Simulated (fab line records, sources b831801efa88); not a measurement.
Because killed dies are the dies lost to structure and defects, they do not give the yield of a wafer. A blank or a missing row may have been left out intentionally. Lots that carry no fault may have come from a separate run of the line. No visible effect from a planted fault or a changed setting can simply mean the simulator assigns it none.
What tool caused it? :: flow gf180mcu :: 12 lots, 36 wafers sampled, at 5 steps of a route of 602

== WHAT THE GAUGES SHOWED, per wafer ==
GF_M5_CD_MEAS_07: target cd 280 nm. Usual: cd nm reads 280.5 nm (standard deviation 1).
lot: L894
measured: day 26 05:31
on: cd sem-02
cd nm (nm): 280.4 281.6 280.3
flag: 

lot: L896
measured: day 27 18:45
on: cd sem-02
cd nm (nm): 281.4 270.9 270.3
flag: OFF

lot: L898
measured: day 28 07:52
on: cd sem-02
cd nm (nm): 279.5 281.5 281.4
flag: 

lot: L905
measured: day 30 05:54
on: cd sem-01
cd nm (nm): 280.9 280.9 280.3
flag: 

lot: L908
measured: day 31 00:26
on: cd sem-02
cd nm (nm): 281.5 280.7 283.0
flag: 

lot: L909
measured: day 31 07:44
on: cd sem-01
cd nm (nm): 280.8 280.3 279.9
flag: 

lot: L910
measured: day 31 07:53
on: cd sem-02
cd nm (nm): 280.2 279.6 280.0
flag: 

lot: L911
measured: day 31 16:28
on: cd sem-02
cd nm (nm): 281.6 281.5 280.7
flag: 

lot: L912
measured: day 31 21:22
on: cd sem-02
cd nm (nm): 282.0 282.4 282.2
flag: 

lot: L913
measured: day 32 03:46
on: cd sem-02
cd nm (nm): 279.6 282.1 281.9
flag: 

lot: L915
measured: day 32 13:34
on: cd sem-01
cd nm (nm): 280.9 281.9 281.8
flag: 

lot: L916
measured: day 32 17:30
on: cd sem-02
cd nm (nm): 280.4 279.7 280.8
flag: 

GF_TOP_METAL_OVL_MEAS_15. Usual: for TOP_METAL_OVL the level is 0.1 nm and the standard deviation is 1.4.
lot: L894
measured: day 28 00:35
on: overlay-02
TOP_METAL_OVL (nm): -1.3 -1.3 -1.0
flag: 

lot: L896
measured: day 29 11:35
on: overlay-02
TOP_METAL_OVL (nm): 1.8 1.2 1.1
flag: 

lot: L898
measured: day 30 01:10
on: overlay-02
TOP_METAL_OVL (nm): -1.2 -0.5 -0.3
flag: 

lot: L905
measured: day 31 21:31
on: overlay-01
TOP_METAL_OVL (nm): 0.7 0.9 -1.4
flag: 

lot: L908
measured: day 32 15:02
on: overlay-01
TOP_METAL_OVL (nm): -0.3 1.1 1.9
flag: 

lot: L909
measured: day 32 21:07
on: overlay-01
TOP_METAL_OVL (nm): 0.9 -0.3 1.2
flag: 

lot: L910
measured: day 32 21:25
on: overlay-02
TOP_METAL_OVL (nm): 0.4 0.3 1.6
flag: 

lot: L911
measured: day 33 05:22
on: overlay-02
TOP_METAL_OVL (nm): 0.2 -1.9 0.7
flag: 

lot: L912
measured: day 33 09:52
on: overlay-02
TOP_METAL_OVL (nm): -1.6 -3.0 -3.4
flag: 

lot: L913
measured: day 33 15:52
on: overlay-02
TOP_METAL_OVL (nm): 0.0 0.0 -0.7
flag: 

lot: L915
measured: day 34 00:23
on: overlay-01
TOP_METAL_OVL (nm): 0.6 -0.2 -0.4
flag: 

lot: L916
measured: day 34 04:22
on: overlay-02
TOP_METAL_OVL (nm): 0.0 -1.1 -1.5
flag: 

== TOOL THAT RAN EACH LOT (tool first, then ch and the chambers of the sampled wafers, then the start) ==
lot: L894
GF_V4_ETCH_16: rie diel-04 ch 1,2,3, day 24 09:13
GF_M5_EXPOSE_04: krf scanner-02 ch 0, day 25 18:43
GF_V5_ETCH_16: rie diel-02 ch 0,3, day 27 03:46

lot: L896
GF_V4_ETCH_16: rie diel-03 ch 2,3, day 26 00:51
GF_M5_EXPOSE_04: krf scanner-02 ch 0, day 27 09:22
GF_V5_ETCH_16: rie diel-02 ch 0,2,3, day 28 14:49

lot: L898
GF_V4_ETCH_16: rie diel-03 ch 0,1,2, day 26 13:22
GF_M5_EXPOSE_04: krf scanner-01 ch 0, day 27 22:01
GF_V5_ETCH_16: rie diel-04 ch 0,2, day 29 04:37

lot: L905
GF_V4_ETCH_16: rie diel-01 ch 0,2,3, day 28 14:31
GF_M5_EXPOSE_04: krf scanner-01 ch 0, day 29 21:00
GF_V5_ETCH_16: rie diel-01 ch 1,3, day 31 01:58

lot: L908
GF_V4_ETCH_16: rie diel-03 ch 1,2,3, day 29 09:40
GF_M5_EXPOSE_04: krf scanner-02 ch 0, day 30 15:16
GF_V5_ETCH_16: rie diel-04 ch 0,3, day 31 20:16

lot: L909
GF_V4_ETCH_16: rie diel-04 ch 1,2,3, day 29 17:31
GF_M5_EXPOSE_04: krf scanner-01 ch 0, day 30 23:11
GF_V5_ETCH_16: rie diel-01 ch 1,2,3, day 32 02:33

lot: L910
GF_V4_ETCH_16: rie diel-03 ch 0,2,3, day 29 18:01
GF_M5_EXPOSE_04: krf scanner-02 ch 0, day 30 23:25
GF_V5_ETCH_16: rie diel-02 ch 1,3, day 32 02:54

lot: L911
GF_V4_ETCH_16: rie diel-04 ch 0,1, day 30 01:43
GF_M5_EXPOSE_04: krf scanner-01 ch 0, day 31 07:40
GF_V5_ETCH_16: rie diel-02 ch 0,1,2, day 32 10:52

lot: L912
GF_V4_ETCH_16: rie diel-01 ch 2,3, day 30 08:01
GF_M5_EXPOSE_04: krf scanner-01 ch 0, day 31 12:40
GF_V5_ETCH_16: rie diel-01 ch 0,1,3, day 32 16:15

lot: L913
GF_V4_ETCH_16: rie diel-01 ch 1,2, day 30 15:01
GF_M5_EXPOSE_04: krf scanner-01 ch 0, day 31 19:41
GF_V5_ETCH_16: rie diel-01 ch 1,3, day 32 22:33

lot: L915
GF_V4_ETCH_16: rie diel-01 ch 0,2,3, day 31 00:39
GF_M5_EXPOSE_04: krf scanner-02 ch 0, day 32 04:46
GF_V5_ETCH_16: rie diel-02 ch 1,2, day 33 07:04

lot: L916
GF_V4_ETCH_16: rie diel-04 ch 0,1,3, day 31 05:25
GF_M5_EXPOSE_04: krf scanner-02 ch 0, day 32 09:50
GF_V5_ETCH_16: rie diel-02 ch 0,2,3, day 33 11:06
- GF_V4_ETCH_16: etches BARC in N2/H2.
- GF_M5_EXPOSE_04: exposes mask Metal5, target cd 280 nm.
- GF_V5_ETCH_16: etches BARC in N2/H2.

== AS READ BY THE TOOLS THEMSELVES (means over the sampled wafers that have a number; for cases with no such wafer, the mark the record gives instead) ==
GF_V4_ETCH_16. Usual: drypump motor current A 5.7 A, standard deviation 0.4; oes product au 0.855 a.u., standard deviation 0.0047; throttle valve pct 13.224 %, standard deviation 0.0088.
lot: L894
tool: rie diel-04
drypump motor current A (A): 5.8
oes product au (a.u.): 0.861
throttle valve pct (%): 13.233
flag: 

lot: L896
tool: rie diel-03
drypump motor current A (A): 5.2
oes product au (a.u.): 0.852
throttle valve pct (%): 13.217
flag: 

lot: L898
tool: rie diel-03
drypump motor current A (A): 5.6
oes product au (a.u.): 0.853
throttle valve pct (%): 13.225
flag: 

lot: L905
tool: rie diel-01
drypump motor current A (A): 5.9
oes product au (a.u.): 0.851
throttle valve pct (%): 13.221
flag: 

lot: L908
tool: rie diel-03
drypump motor current A (A): 5.3
oes product au (a.u.): 0.854
throttle valve pct (%): 13.214
flag: 

lot: L909
tool: rie diel-04
drypump motor current A (A): 5.8
oes product au (a.u.): 0.857
throttle valve pct (%): 13.228
flag: 

lot: L910
tool: rie diel-03
drypump motor current A (A): 5.4
oes product au (a.u.): 0.855
throttle valve pct (%): 13.228
flag: 

lot: L911
tool: rie diel-04
drypump motor current A (A): 5.9
oes product au (a.u.): 0.858
throttle valve pct (%): 13.221
flag: 

lot: L912
tool: rie diel-01
drypump motor current A (A): 5.9
oes product au (a.u.): 0.853
throttle valve pct (%): 13.228
flag: 

lot: L913
tool: rie diel-01
drypump motor current A (A): 5.9
oes product au (a.u.): 0.852
throttle valve pct (%): 13.224
flag: 

lot: L915
tool: rie diel-01
drypump motor current A (A): 5.9
oes product au (a.u.): 0.852
throttle valve pct (%): 13.220
flag: 

lot: L916
tool: rie diel-04
drypump motor current A (A): 5.9
oes product au (a.u.): 0.851
throttle valve pct (%): 13.223
flag: 

GF_V5_ETCH_16. Usual: drypump motor current A 5.9 A, standard deviation 0.37; oes product au 0.855 a.u., standard deviation 0.0045; throttle valve pct 13.225 %, standard deviation 0.0097.
lot: L894
tool: rie diel-02
drypump motor current A (A): 6.0
oes product au (a.u.): 0.851
throttle valve pct (%): 13.219
flag: 

lot: L896
tool: rie diel-02
drypump motor current A (A): 5.8
oes product au (a.u.): 0.847
throttle valve pct (%): 13.228
flag: 

lot: L898
tool: rie diel-04
drypump motor current A (A): 5.3
oes product au (a.u.): 0.857
throttle valve pct (%): 13.211
flag: 

lot: L905
tool: rie diel-01
drypump motor current A (A): 6.0
oes product au (a.u.): 0.855
throttle valve pct (%): 13.218
flag: 

lot: L908
tool: rie diel-04
drypump motor current A (A): 5.7
oes product au (a.u.): 0.856
throttle valve pct (%): 13.228
flag: 

lot: L909
tool: rie diel-01
drypump motor current A (A): 5.9
oes product au (a.u.): 0.854
throttle valve pct (%): 13.227
flag: 

lot: L910
tool: rie diel-02
drypump motor current A (A): 5.6
oes product au (a.u.): 0.860
throttle valve pct (%): 13.225
flag: 

lot: L911
tool: rie diel-02
drypump motor current A (A): 6.2
oes product au (a.u.): 0.855
throttle valve pct (%): 13.220
flag: 

lot: L912
tool: rie diel-01
drypump motor current A (A): 6.0
oes product au (a.u.): 0.855
throttle valve pct (%): 13.236
flag: 

lot: L913
tool: rie diel-01
drypump motor current A (A): 6.0
oes product au (a.u.): 0.852
throttle valve pct (%): 13.219
flag: 

lot: L915
tool: rie diel-02
drypump motor current A (A): 5.9
oes product au (a.u.): 0.851
throttle valve pct (%): 13.225
flag: 

lot: L916
tool: rie diel-02
drypump motor current A (A): 5.8
oes product au (a.u.): 0.861
throttle valve pct (%): 13.231
flag: 

== THE ANSWER, worked out from the rows above alone ==
Rule: a lot is off if the mean of its wafers that have a number lies more than 3 standard deviations from the usual mean. A lot without any number at a reading at which 4 lots or more have one is off too. The other lots that the step has rows for count as sound. The gauges are gone through in route order, then the tools' own readings, and for those a lot's mean is taken as printed above. At the first step where some lot is off, the reading lying furthest off is the one used; lots without a number count as furthest.
Off, at GF_M5_CD_MEAS_07 on cd nm: L896.
A tool fits if, at a process step before that reading, it ran every lot that is off, and no sound lot after the first of them. Gauges at GF_M5_CD_MEAS_07: tried the same way as those tools. Of those tried, none fits.

== WHAT THE SIMULATOR PUT IN ==
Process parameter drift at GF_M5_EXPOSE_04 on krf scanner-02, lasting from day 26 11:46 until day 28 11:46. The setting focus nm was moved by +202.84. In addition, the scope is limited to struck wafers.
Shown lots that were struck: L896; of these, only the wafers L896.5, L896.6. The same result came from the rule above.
